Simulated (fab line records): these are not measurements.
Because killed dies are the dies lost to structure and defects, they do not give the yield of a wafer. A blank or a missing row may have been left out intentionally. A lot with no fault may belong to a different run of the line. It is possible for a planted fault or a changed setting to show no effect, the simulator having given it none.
Chamber matching | flow gf180mcu | GF_V5_CMP_04 on cmp-01 has 4 sister chambers
The step polishes SiO2. 14 wafers are shown with their chamber, then 7 later ones without.

== EACH WAFER AND ITS CHAMBER ==
wafer  | chamber | motorCurrentA (A) | edgeZonePressureFrac | platenRpm (rpm)
L555.2 | 2       | 12.5              | 1.004                | 60.08
L555.4 | 0       | 13.7              | 0.994                | 59.96
L555.5 | 3       | 11.6              | 0.999                | 60.08
L558.1 | 0       | 13.7              | 0.993                | 59.99
L558.4 | 3       | 10.8              | 0.995                | 59.94
L558.6 | 2       | 12.4              | 0.993                | 59.99
L561.2 | 2       | 12.1              | 1.002                | 60.00
L561.4 | 0       | 13.9              | 0.999                | 60.04
L561.5 | 3       | 10.7              | 0.997                | 60.01
L565.1 | 2       | 13.3              | 0.999                | 60.06
L565.5 | 3       | 10.7              | 1.008                | 60.04
L565.6 | 2       | 12.2              | 0.995                | 60.10
L572.2 | 1       | 11.6              | 1.002                | 60.06
L572.3 | 3       | 11.4              | 1.003                | 59.99

SIGNATURES (means of the wafers above)
reading              | chamber 0 | chamber 1 | chamber 2 | chamber 3 | scatter within a chamber
motorCurrentA        | 13.767    | 11.600    | 12.500    | 11.040    | 0.407
edgeZonePressureFrac | 0.99533   | 1.00200   | 0.99860   | 1.00040   | 0.00462
platenRpm            | 59.9967   | 60.0600   | 60.0460   | 60.0120   | 0.0489
Rule: distance of a wafer from a chamber = root of the sum over the readings of ((wafer's reading minus chamber's mean) / reading's scatter) squared. If the next closest chamber is less than 2 further off than the closest, the wafer can't be placed; otherwise it belongs to the closest. The scatter: take each reading less its chamber's mean, square it, sum over the shown wafers, divide by the number of wafers less the number of chambers, and take the root.

== WAFERS WHOSE CHAMBER IS MISSING ==
wafer  | motorCurrentA (A) | edgeZonePressureFrac | platenRpm (rpm)
L572.6 | 10.6              | 0.998                | 59.93
L573.3 | 11.7              | 0.997                | 60.03
L573.5 | 14.1              | 0.998                | 60.03
L573.6 | 11.8              | 0.996                | 60.02
L574.3 | 13.3              | 1.001                | 60.03
L574.5 | 11.9              | 1.001                | 60.06
L574.6 | 12.8              | 0.988                | 60.04

== WHICH CHAMBER EACH ONE RAN IN ==
wafer  | from the rows above          | in truth
L572.6 | can't be placed: 3 or 1      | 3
L573.3 | can't be placed: 1 or 3 or 2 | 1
L573.5 | 0                            | 0
L573.6 | can't be placed: 1 or 2 or 3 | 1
L574.3 | can't be placed: 0 or 2      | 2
L574.5 | can't be placed: 1 or 2 or 3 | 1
L574.6 | can't be placed: 2 or 0 or 1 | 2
Placed correctly: 1 of 7. Cannot be placed on the basis of these rows: 6; the candidates contain the true chamber in 6. Wrongly placed: 0.
